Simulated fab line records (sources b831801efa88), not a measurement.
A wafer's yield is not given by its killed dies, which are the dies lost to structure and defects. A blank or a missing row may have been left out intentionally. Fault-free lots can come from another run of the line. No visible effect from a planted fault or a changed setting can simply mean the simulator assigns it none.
Comparing a struck lot with a sound one :: flow gf180mcu :: 44 out of 602 route steps
Sound: the wafers L724.2, L724.3, L724.4. Struck: wafers L730.3, L730.5 (left out: L730.4, a lot-mate that was not struck); the cause follows at the end.
Per side, at each step with rows, come the tool, then ch with its chambers, and then its first start. Under that, the readings that differ: sound wafers :: struck wafers :: difference of the means :: sigmas: that difference in standard deviations of wafers without a fault.
alike: words and numbers the same on both sides, and readings whose means are apart by under 2 such deviations; not compared: readings that were withheld, readings missing a value for some wafer, numbers with overlapping values and no deviation given by the record, and bounds like >300 which may hide the same value.
The two part at a step that has a row with sigmas, a row that says differs or no value, or rows on one side only. Numbers that have no deviation but don't overlap get no sigmas and don't part them. A reading missing from all wafers of one side parts the sides only when that side holds two or more wafers.

first, 5 steps without rows for these wafers: GF_V4_STRIP_19 (strips in post etch residue remover, time 1200 s); GF_V4_CLEAN_20 (cleans in DIW); GF_V4_SPUTTER_21 (material Ti, target thk 15 nm, time 80.02 s); GF_V4_SPUTTER_22 (material TiN, target thk 10 nm, time 40 s); GF_V4_CVD_23 (deposits W, target thk 350 nm, time 104.9 s).
GF_V4_RS_MEAS_24: uses a four-point probe to measure.
  sound on film_metro-02, day 28 00:22; struck on film_metro-02, day 29 22:59
  alike: V4_W_RS
GF_V4_THK_MEAS_25: measures by xrf.
  sound on film_metro-02, day 28 00:28; struck on film_metro-02, day 29 23:05
  alike: V4_W_THK
then, 2 steps without rows for these wafers: GF_V4_CMP_26 (polishes, stops on SiO2, t overpolish 15 s, target thk 0 nm); GF_MIM_SPUTTER_00 (material Ti, target thk 37.5 nm, time 150 s).
GF_MIM_SPUTTER_01: material TiN, target thk 30 nm, time 25 s.
  sound on pvd_sputter-01, day 28 00:55; struck on pvd_sputter-01, day 29 23:32
  alike: throttle_valve_pct
then, 1 step without rows for these wafers: GF_MIM_SPUTTER_02 (material AlCu, target thk 450 nm, time 23.9 s).
GF_MIM_SPUTTER_03: material Ti, target thk 10 nm, time 6.7 s.
  sound on pvd_sputter-01, day 28 00:59; struck on pvd_sputter-01, day 29 23:35
  alike: throttle_valve_pct
GF_MIM_SPUTTER_04: material TiN, target thk 50 nm, time 41.7 s.
  sound on pvd_sputter-01, day 28 01:00; struck on pvd_sputter-01, day 29 23:37
reading: model.TiN_of_MIM_SPUTTER_04.thk_nm (nm)
sound: 51.44 50.15 51.65
struck: 49.15 48.2
difference: -2.41
sigmas: 
  alike: throttle_valve_pct
GF_MIM_CVD_05: deposits Si3N4, target thk 42 nm, time 29.086 s.
  sound on pecvd-04 ch 1,2, day 28 01:02; struck on pecvd-03 ch 0,1, day 29 23:39
  alike: heater_power_w
GF_MIM_THK_MEAS_06:
  sound on film_metro-01, day 28 01:05; struck on film_metro-03, day 29 23:42
  alike: MIM_CVD_05_THK
then, 2 steps without rows for these wafers: GF_MIM_SPUTTER_07 (material TiN, target thk 60 nm, time 50 s); GF_MIM_SPUTTER_08 (material AlCu, target thk 200 nm, time 10.6 s).
GF_MIM_SPUTTER_09: material TiN, target thk 35 nm, time 29.2 s.
  sound on pvd_sputter-04, day 28 01:12; struck on pvd_sputter-03, day 29 23:49
  alike: throttle_valve_pct
GF_MIM_RS_MEAS_10: uses a four-point probe to measure.
  sound on film_metro-01, day 28 01:15; struck on film_metro-01, day 29 23:53
  alike: MIM_ALCU_RS
GF_MIM_THK_MEAS_11: measures by xrf.
  sound on film_metro-01, day 28 01:22; struck on film_metro-01, day 29 23:59
  alike: MIM_ALCU_THK
then, 7 steps without rows for these wafers: GF_MIM_DEHYDRATE_12 (time 60 s); GF_MIM_HMDS_13 (prime time 60 s); GF_MIM_COAT_14 (resist thk 1000 nm); GF_MIM_SOFTBAKE_15 (time 60 s); GF_MIM_EXPOSE_16 (exposes mask FuseTop, target cd 2000 nm); GF_MIM_PEB_17; GF_MIM_DEVELOP_18 (develop time 60 s).
GF_MIM_METAL_ETCH_19: etches the open film in Cl2/BCl3, stops on Si3N4, target depth 324.5 nm, time 54.1 s.
  sound on rie_metal-02 ch 0, day 28 20:14; struck on rie_metal-01 ch 0, day 30 18:14
  alike: drypump_motor_current_A, oes_product_au, throttle_valve_pct
  not compared: rf_hours_counter_h
then, 10 steps without rows for these wafers: GF_MIM_STRIP_20 (strips in O2/N2); GF_MIM_STRIP_21 (strips in post etch residue remover, time 1200 s); GF_MIM_CLEAN_22 (cleans in DIW); GF_M5_DEHYDRATE_00 (time 60 s); GF_M5_HMDS_01 (prime time 60 s); GF_M5_COAT_02 (resist thk 1000 nm); GF_M5_SOFTBAKE_03 (time 60 s); GF_M5_EXPOSE_04 (exposes mask Metal5, target cd 280 nm); GF_M5_PEB_05 (peb time 90 s); GF_M5_DEVELOP_06 (develop time 60 s).
GF_M5_CD_MEAS_07: the cd target is 280 nm.
  sound on cd_sem-02, day 29 15:50; struck on cd_sem-02, day 31 12:04
  alike: cd_nm
GF_M5_OVL_MEAS_08:
  sound on overlay-01, day 29 15:56; struck on overlay-01, day 31 12:10
  alike: M5_OVL
then, 2 steps without rows for these wafers: GF_M5_ETCH_09 (etches Si3N4 in CF4/O2, target depth 52 nm, time 11.6 s); GF_M5_METAL_ETCH_10 (etches the open film in Cl2/BCl3, stops on SiO2, target depth 750.8 nm, time 125.1 s).
GF_V5_STRIP_19: strips in post etch residue remover, time 1200 s.
  sound on wet_bench-03 ch 3, day 30 12:14; struck on wet_bench-04 ch 1, day 32 06:47
reading: model.TiN_of_MIM_SPUTTER_04.thk_nm (nm)
sound: 51.02 49.72 51.22
struck: 48.73 47.78
difference: -2.40
sigmas: 
GF_PASSIVATION_PROBE_99:
  sound wafers here have rows in the record (prober-02, day 32 04:38); struck ones have none

== WHERE THEY PART ==
At GF_PASSIVATION_PROBE_99 and nowhere else, as far as this record goes.

WHY: the cause the simulator had injected
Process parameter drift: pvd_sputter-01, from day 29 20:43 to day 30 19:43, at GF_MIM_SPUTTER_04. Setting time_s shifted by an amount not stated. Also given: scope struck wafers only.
